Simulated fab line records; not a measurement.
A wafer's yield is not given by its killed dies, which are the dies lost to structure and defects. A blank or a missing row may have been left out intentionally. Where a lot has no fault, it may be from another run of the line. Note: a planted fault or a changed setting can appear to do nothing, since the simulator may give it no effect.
Comparing a struck lot with a sound one :: flow sky130 :: 43 out of 708 route steps
Sound: the wafers L711.3, L711.5, L711.6. Struck: wafers L720.1, L720.4, L720.6. The cause is given at the end.
Per side, at each step with rows, come the tool, then ch with its chambers, and then its first start. Under that, the readings that differ: sound wafers :: struck wafers :: difference of the means :: sigmas: that difference in standard deviations of wafers without a fault.
alike: words and numbers the same on both sides, and readings whose means are apart by under 2 such deviations; not compared: readings that were withheld, readings missing a value for some wafer, numbers with overlapping values and no deviation given by the record, and bounds like >300 which may hide the same value.
A row with sigmas, a row that says differs or no value, or rows on one side alone: a step with any of these is where the two part. Non-overlapping numbers with no deviation appear without sigmas and do not part them. A reading missing from all wafers of one side parts the sides only when that side holds two or more wafers.

first, 5 steps without rows for these wafers: SKY_SONOS_ONO_COAT_08 (resist thk 1140 nm); SKY_SONOS_ONO_SOFTBAKE_09 (time 60 s); SKY_SONOS_ONO_EXPOSE_10 (exposes mask ONOM, target cd 410 nm); SKY_SONOS_ONO_PEB_11; SKY_SONOS_ONO_DEVELOP_12 (develop time 60 s).
SKY_SONOS_ONO_CD_MEAS_13 targets a cd of 410 nm.
  sound: cd-sem-02 at day 12 23:37; struck: cd-sem-02 at day 16 10:59
  alike: cd-nm
SKY_SONOS_ONO_OVL_MEAS_14:
  sound: overlay-01 at day 12 23:43; struck: overlay-01 at day 16 11:06
  alike: SONOS_ONO_OVL
SKY_SONOS_ONO_ETCH_15: etches the open film in CHF3/O2, target depth 19.52 nm, time 7.8 s.
  sound on rie-diel-04 ch 2,3, day 12 23:44; struck on rie-diel-01 ch 0,2, day 16 11:08
  alike: drypump-motor-current-A, oes-product-au, throttle-valve-pct
  not compared: rf-hours-counter-h
then, 1 step without rows for these wafers: SKY_SONOS_ONO_WET_ETCH_16 (etches SiO2 in dHF, target depth 14 nm, time 280 s).
SKY_SONOS_ONO_STRIP_17: strips in O2/N2.
  sound on plasma-asher-04 ch 0,1, day 12 23:53; struck on plasma-asher-04 ch 0,1, day 16 11:15
  alike: drypump-motor-current-A, oes-product-au, strip-time-to-endpoint-s
  not compared: rf-hours-counter-h
then, 2 steps without rows for these wafers: SKY_SONOS_ONO_WET_ETCH_18 (etches Si3N4 in H3PO4, target depth 15 nm, time 172 s); SKY_GATE_OXIDE_CLEAN_00 (cleans in SC1/SC2, time 150 s).
SKY_GATE_OXIDE_OXIDATION_01: stabilise 600 s, purge 300 s, target thk 10.268 nm.
  sound on furnace-02 ch 0, day 13 00:56; struck on furnace-01 ch 0, day 16 12:43
  alike: tube_center_temp_C_max
SKY_GATE_OXIDE_THK_MEAS_02:
  sound: film-metro-02 at day 13 02:22; struck: film-metro-04 at day 16 14:08
  alike: GATE_OXIDE_OXIDATION_00_THK
then, 7 steps without rows for these wafers: SKY_GATE_OXIDE_DEHYDRATE_03 (time 60 s); SKY_GATE_OXIDE_HMDS_04 (prime time 60 s); SKY_GATE_OXIDE_COAT_05 (resist thk 1140 nm); SKY_GATE_OXIDE_SOFTBAKE_06 (time 60 s); SKY_GATE_OXIDE_EXPOSE_07 (exposes mask LVOM, target cd 600 nm); SKY_GATE_OXIDE_PEB_08; SKY_GATE_OXIDE_DEVELOP_09 (develop time 60 s).
SKY_GATE_OXIDE_OVL_MEAS_10:
  sound: overlay-01 at day 14 03:52; struck: overlay-02 at day 17 18:20
  alike: GATE_OXIDE_OVL
then, 2 steps without rows for these wafers: SKY_GATE_OXIDE_IMPLANT_11; SKY_GATE_OXIDE_WET_ETCH_12 (etches SiO2 in dHF, target depth 16.8 nm, time 336 s).
SKY_GATE_OXIDE_STRIP_13: strips in O2/N2.
  sound on plasma-asher-01 ch 0,1, day 14 04:10; struck on plasma-asher-02 ch 0,1, day 17 18:37
  alike: drypump-motor-current-A, oes-product-au, strip-time-to-endpoint-s
  not compared: rf-hours-counter-h
SKY_GATE_OXIDE_TW_MEAS_14:
  sound: film-metro-02 at day 14 04:15; struck: film-metro-03 at day 17 18:43
  alike: GATE_OXIDE_TW
then, 3 steps without rows for these wafers: SKY_GATE_OXIDE_CLEAN_15 (cleans in SC1/SC2, time 150 s); SKY_GATE_OXIDE_OXIDATION_16 (stabilise 600 s, purge 300 s, target thk 3.57 nm); SKY_POLY_GATE_CVD_00 (deposits poly-Si, target thk 180 nm, time 720 s).
SKY_POLY_GATE_THK_MEAS_01:
  sound: film-metro-03 at day 14 08:22; struck: film-metro-03 at day 18 00:27
  alike: POLY_GATE_CVD_00_THK
then, 8 steps without rows for these wafers: SKY_RES_PROTECT_DEHYDRATE_00 (time 60 s); SKY_RES_PROTECT_HMDS_01 (prime time 60 s); SKY_RES_PROTECT_COAT_02 (resist thk 1140 nm); SKY_RES_PROTECT_SOFTBAKE_03 (time 60 s); SKY_RES_PROTECT_EXPOSE_04 (exposes mask RPM, target cd 1270 nm); SKY_RES_PROTECT_PEB_05; SKY_RES_PROTECT_DEVELOP_06 (develop time 60 s); SKY_POLY_GATE_IMPLANT_02.
SKY_RES_PROTECT_STRIP_07: strips in O2/N2.
  sound on plasma-asher-01 ch 0,1, day 15 11:25; struck on plasma-asher-01 ch 1, day 19 05:41
  alike: drypump-motor-current-A, oes-product-au, strip-time-to-endpoint-s
  not compared: rf-hours-counter-h
SKY_RES_PROTECT_TW_MEAS_08:
  sound: film-metro-03 at day 15 11:30; struck: film-metro-04 at day 19 05:47
  alike: POLY_GATE_TW
then, 2 steps without rows for these wafers: SKY_RES_PROTECT_CLEAN_09 (cleans in SC1/SC2, time 150 s); SKY_POLY_GATE_CVD_03 (deposits Si3N4 from DCS/NH3, target thk 75 nm, time 1290 s).
-- record jumps: 29 days separate the struck wafers' starts on either side; left off in module POLY_GATE, taken up again in module PAD_OPEN, whose first shown step is the route's number 708 --
SKY_PAD_OPEN_PROBE_99:
  rows exist in the record for the struck wafers here (prober-02, day 48 13:55), but not for the sound ones

## WHERE THEY PART
SKY_PAD_OPEN_PROBE_99 only, going by this record.

WHY: the cause the simulator had injected
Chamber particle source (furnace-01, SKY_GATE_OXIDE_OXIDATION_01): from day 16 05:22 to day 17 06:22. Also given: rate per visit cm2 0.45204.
